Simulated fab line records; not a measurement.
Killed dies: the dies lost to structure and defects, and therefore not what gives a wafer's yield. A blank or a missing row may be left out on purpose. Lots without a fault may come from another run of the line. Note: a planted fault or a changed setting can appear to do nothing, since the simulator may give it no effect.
Problem report, 8D (eight disciplines) form, completed by code | flow gf180mcu | the parts of the form that need people (team, actions taken, sign-off) are left out

== 1. PROBLEM STATEMENT ==
TOP_METAL_ALCU_RS at GF_TOP_METAL_RS_MEAS_05 reads a mean of 0.0182 ohm/sq on 1 wafer of 1 lot; wafers without a fault read 0.0327 ohm/sq with a standard deviation of 0.00033. Relative to the usual mean, that is a shift of -44 standard deviations.
The step: measures by four-point-probe.
First observed at day 30 22:33: wafer L852.4, on film metro-04. The record holds 39 wafers of 13 lots with a number at this step. By rule, "out" or "out of limits" means more than 4 standard deviations away from the usual mean. Any other wafer with a number is counted as sound.

== 2. WHAT IT IS; WHAT IT IS NOT ==
question                    | is                | is not
which readings at this step | TOP_METAL_ALCU_RS | -
which lots                  | L852              | L840, L841, L842, L843, L844, L845, L846, L848, L851, L859, L862, L863
which wafers of those lots  | L852.4            | L852.1, L852.2
read on which gauges        | film metro-04     | film metro-02, film metro-03
when                        | from day 30 22:33 | up to then (29 sound wafers); but 9 sound wafers of L859, L862, L863 came after

== 3. SUSPECTS, AND WHAT RULES EACH OUT ==
Counting: any tool at a process step up to the reading remains a suspect provided it ran every lot that is out. Sound lots after the first of them don't rule it out here, since some wafers of a struck lot are sound.
- the gauge at GF_TOP_METAL_RS_MEAS_05: kept. All the wafers that are out were read on film metro-04, and no step on other tools shows them out.
- pvd sputter-02 at GF_MIM_SPUTTER_04 (material TiN, target thk 50 nm, time 41.7 s): kept. It processed L852, the lot that is out, at day 28 10:58, and its most recent sound lot before then was L844 at day 26 00:26.
- pvd sputter-03 at GF_TOP_METAL_SPUTTER_02 (material AlCu, target thk 900 nm, time 47.82 s): kept. It processed L852, the lot that is out, at day 30 22:28, and its most recent sound lot before then was L851 at day 30 19:34.
The count leaves pvd sputter-02 at GF_MIM_SPUTTER_04, pvd sputter-03 at GF_TOP_METAL_SPUTTER_02, and film metro-04 at GF_TOP_METAL_RS_MEAS_05.

== 4. THE CAUSE (what the simulator had put in) ==
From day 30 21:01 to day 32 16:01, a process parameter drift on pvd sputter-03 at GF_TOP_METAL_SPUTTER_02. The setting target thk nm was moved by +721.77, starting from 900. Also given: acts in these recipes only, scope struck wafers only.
Of the 3 suspects that counting leaves, this tool is one.

== 5. THE EFFECT CHAIN, in route order ==
One row per reading whose mean, taken over the struck wafers that have a number, lies over 3 standard deviations from the usual. Only readings whose record carries a usual standard deviation are examined. hours: median over the lots of the time between each lot's start at the first step of this table that gives one and its start at this step. sigmas: the change, counted in usual standard deviations.
hours | step                     | reading            | usual         | on struck wafers | change  | sigmas
0     | GF_TOP_METAL_RS_MEAS_05  | TOP_METAL_ALCU_RS  | 0.0327 ohm/sq | 0.0182           | -0.0145 | -44
3     | GF_TOP_METAL_THK_MEAS_06 | TOP_METAL_ALCU_THK | 930 nm        | 1674             | +744    | +84

== 6. WHAT WOULD HAVE CAUGHT IT SOONER ==
Counted from the fault's start at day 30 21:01, it took 2 hours until the first out-of-limits reading at a measuring or inspecting step in this record, taken at day 30 22:33.
Of the tool readings at GF_TOP_METAL_SPUTTER_02 for which the record gives a usual standard deviation, none was out on any struck wafer, so an alarm limit of 4 standard deviations on them would not have fired.
All the lots that are out (1) had begun GF_TOP_METAL_SPUTTER_02 on pvd sputter-03 by day 30 22:33. None of them would have been spared by holding the tool at that moment.
